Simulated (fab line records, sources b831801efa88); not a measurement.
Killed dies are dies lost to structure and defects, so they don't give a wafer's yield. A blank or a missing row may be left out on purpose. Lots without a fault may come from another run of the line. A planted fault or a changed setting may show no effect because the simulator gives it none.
A struck lot beside a sound one | flow sky130 | 15 steps out of a route of 708
Sound: wafers L790.2, L790.3, L790.5. Struck: wafers L805.2, L805.3, L805.6. The cause comes at the end.
At each step with rows: each side's tool, then ch and its chambers, then its first start. Under that, the readings that differ: sound wafers | struck wafers | difference of the means | sigmas: that difference in standard deviations of wafers without a fault.
alike: readings whose means differ by less than 2 such deviations, and words and numbers that are the same on both sides. not compared: withheld readings, readings that some wafer has no value for, bounds like >300 that may hide the same value, and numbers for which the record gives no deviation and whose values overlap.
The two part at a step that has a row with sigmas, a row that says differs or no value, or rows on one side only. Numbers that don't overlap but have no deviation are shown without sigmas and don't part them. A reading that every wafer of one side lacks parts them only if that side has two wafers or more.

first, 7 steps without rows for these wafers: SKY_GATE_OXIDE_DEHYDRATE_03 (time 60 s); SKY_GATE_OXIDE_HMDS_04 (prime time 60 s); SKY_GATE_OXIDE_COAT_05 (resist thk 1140 nm); SKY_GATE_OXIDE_SOFTBAKE_06 (time 60 s); SKY_GATE_OXIDE_EXPOSE_07 (exposes mask LVOM, target cd 600 nm); SKY_GATE_OXIDE_PEB_08; SKY_GATE_OXIDE_DEVELOP_09 (develop time 60 s).
SKY_GATE_OXIDE_OVL_MEAS_10:
  sound on overlay-02, day 15 14:28; struck on overlay-01, day 21 12:22
  alike: GATE_OXIDE_OVL
then, 2 steps without rows for these wafers: SKY_GATE_OXIDE_IMPLANT_11; SKY_GATE_OXIDE_WET_ETCH_12 (etches SiO2 in dHF, target depth 16.8 nm, time 336 s).
SKY_GATE_OXIDE_STRIP_13: strips in O2/N2.
  sound on plasma_asher-03 ch 0,1, day 15 14:53; struck on plasma_asher-01 ch 0,1, day 21 12:38
  alike: chamber_pressure_mTorr, drypump_motor_current_A, oes_product_au, strip_time_to_endpoint_s
  not compared: rf_hours_counter_h
SKY_GATE_OXIDE_TW_MEAS_14:
  sound on film_metro-03, day 15 15:00; struck on film_metro-03, day 21 12:45
  alike: GATE_OXIDE_TW
SKY_GATE_OXIDE_CLEAN_15: cleans in SC1/SC2, time 150 s.
  sound on wet_bench-01 ch 2, day 15 15:03; struck on wet_bench-02 ch 3, day 21 12:48
  reading                                    | sound             | struck            | difference | sigmas
  run_length_s (s)                           | 176 176 176       | 104 104 104       | -72        | -24
  model.SiO2_of_SONOS_ONO_CVD_04.thk_nm (nm) | 4.263 4.254 4.226 | 4.779 4.847 4.744 | +0.542     |
then, 1 step without rows for these wafers: SKY_GATE_OXIDE_OXIDATION_16 (stabilise 600 s, purge 300 s, target thk 3.57 nm).
-- the record jumps here: 29 days lie between the struck wafers' starts before and after (it left off in module GATE_OXIDE and takes up again in module PAD_OPEN, whose first step shown is number 708 of the route) --
SKY_PAD_OPEN_PROBE_99:
  sound on prober-02, day 47 12:10; struck on prober-01, day 50 19:53
  reading                                  | sound                | struck               | difference | sigmas
  killed_at_contacts                       | 13 23 14             | 26 30 31             | +12        | +2
  model.etest.cap_ono.gate_log10_a_cm2     | -8.126 -8.13 -8.033  | -8.643 -8.717 -8.719 | -0.597     |
  model.etest.cap_ono.tox_acc_nm (nm)      | 13 12.98 12.95       | 13.44 13.48 13.48    | +0.49      |
  model.etest.cap_thin_oxide.gate_bv_v (V) | 6.956 6.937 7.063    | 6.771 6.681 6.902    | -0.201     |
  model.etest.sonos_programmed.vt_v (V)    | 1.457 1.402 1.414    | 1.18 1.156 1.113     | -0.27      |
  model.etest.sonos_erased.vt_v (V)        | -2.237 -2.256 -2.292 | -2.003 -1.977 -2.047 | +0.253     |
  model.etest.sonos_baked.vt_v (V)         | 0.9025 0.9026 0.925  | 0.736 0.6925 0.7123  | -0.196     |
  alike: killed_at_M0_to_M3, killed_at_M4_up, killed_at_front_end, killed_at_other, killed_dies, killed_open, killed_short
  not compared: model.etest.sonos_programmed.off_log10_a_um

WHERE THEY PART
First at SKY_GATE_OXIDE_CLEAN_15; last, within this record, at SKY_PAD_OPEN_PROBE_99.

WHY: what the simulator had put in
Process parameter drift: wet_bench-02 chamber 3, from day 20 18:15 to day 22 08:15, at SKY_GATE_OXIDE_CLEAN_15. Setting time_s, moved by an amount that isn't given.
